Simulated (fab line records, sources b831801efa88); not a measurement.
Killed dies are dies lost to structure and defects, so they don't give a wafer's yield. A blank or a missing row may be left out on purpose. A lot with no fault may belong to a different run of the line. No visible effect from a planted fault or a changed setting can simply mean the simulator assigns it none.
A struck lot beside a sound one ; flow sky130 ; 15 out of 708 route steps
Sound: wafers L769.2, L769.4, L769.6. Wafers L771.2, L771.4, L771.6 were the ones struck. The cause comes at the end.
For every step that has rows: the tool of each side, followed by ch and its chambers, followed by its first start. Under that, the readings that differ: sound wafers ; struck wafers ; difference of the means ; sigmas: that difference in standard deviations of wafers without a fault.
alike: readings whose means differ by less than 2 such deviations, and words and numbers that are the same on both sides. not compared: withheld readings, readings that some wafer has no value for, bounds like >300 that may hide the same value, and numbers for which the record gives no deviation and whose values overlap.
A row with sigmas, a row that says differs or no value, or rows on one side alone: a step with any of these is where the two part. When numbers do not overlap yet have no deviation, they are printed without sigmas and do not part them. A reading missing from all wafers of one side parts the sides only when that side holds two or more wafers.

SKY_SONOS_ONO_THK_MEAS_05:
  sound: filmMetro-01 at day 14 07:31; struck: filmMetro-02 at day 14 23:43
  alike: SONOS_ONO_CVD_04_THK
then, 7 steps without rows for these wafers: SKY_SONOS_ONO_DEHYDRATE_06 (time 60 s); SKY_SONOS_ONO_HMDS_07 (prime time 60 s); SKY_SONOS_ONO_COAT_08 (resist thk 1140 nm); SKY_SONOS_ONO_SOFTBAKE_09 (time 60 s); SKY_SONOS_ONO_EXPOSE_10 (exposes mask ONOM, target cd 410 nm); SKY_SONOS_ONO_PEB_11; SKY_SONOS_ONO_DEVELOP_12 (develop time 60 s).
SKY_SONOS_ONO_CD_MEAS_13 targets a cd of 410 nm.
  sound: cdSem-01 at day 15 09:29; struck: cdSem-01 at day 16 02:07
reading;sound;struck;difference;sigmas
cdNm (nm);406.7 406.4 406.9;412.5 413.8 413.4;+6.6;+3
SKY_SONOS_ONO_OVL_MEAS_14:
  sound: overlay-02 at day 15 09:35; struck: overlay-02 at day 16 02:13
  alike: SONOS_ONO_OVL
SKY_SONOS_ONO_ETCH_15: etches the open film in CHF3/O2, target depth 19.52 nm, time 7.8 s.
  sound on rieDiel-04 ch 0,1,3, day 15 09:37; struck on rieDiel-04 ch 0,1, day 16 02:15
  alike: O2_flow_sccm, drypumpMotorCurrentA, oesProductAu, throttleValvePct
  not compared: rfHoursCounterH
then, 1 step without rows for these wafers: SKY_SONOS_ONO_WET_ETCH_16 (etches SiO2 in dHF, target depth 14 nm, time 280 s).
SKY_SONOS_ONO_STRIP_17: strips in O2/N2.
  sound on plasmaAsher-03 ch 0,1, day 15 09:44; struck on plasmaAsher-04 ch 1, day 16 02:22
  no value came back on the struck wafers for any of 6 readings (chamberPressureMTorr (mTorr), drypumpMotorCurrentA (A) and others); on the sound wafers chamberPressureMTorr (mTorr) reads 1499.4 1499.7 1498.4
reading;sound;struck;difference;sigmas
model.NOVOLAK_of_SONOS_ONO_COAT_08.thkNm (nm);0 0 0;1121 1122 1121;+1121;
  not compared: rfHoursCounterH
then, 1 step without rows for these wafers: SKY_SONOS_ONO_WET_ETCH_18 (etches Si3N4 in H3PO4, target depth 15 nm, time 172 s).
-- a jump in the record: the struck wafers' starts before and after are 32 days apart (it breaks off in module SONOS_ONO and resumes in module PAD_OPEN, where the first step shown is number 708 of the route) --
SKY_PAD_OPEN_PROBE_99:
  sound: prober-01 at day 48 00:46; struck: prober-01 at day 48 05:50
reading;sound;struck;difference;sigmas
killedAtFrontEnd;11 20 15;414 416 413;+399;+87
killedDies;77 91 72;492 492 492;+412;+45
killedOnRim;16 18 19;96 96 96;+78;+22
  alike: killed_at_M0_to_M3, killed_at_M4_up, killedAtContacts, killedAtOther, killedOpen, killedShort

WHERE THEY PART
Earliest at SKY_SONOS_ONO_CD_MEAS_13; latest, in this record, at SKY_PAD_OPEN_PROBE_99.

WHY: what the simulator had put in
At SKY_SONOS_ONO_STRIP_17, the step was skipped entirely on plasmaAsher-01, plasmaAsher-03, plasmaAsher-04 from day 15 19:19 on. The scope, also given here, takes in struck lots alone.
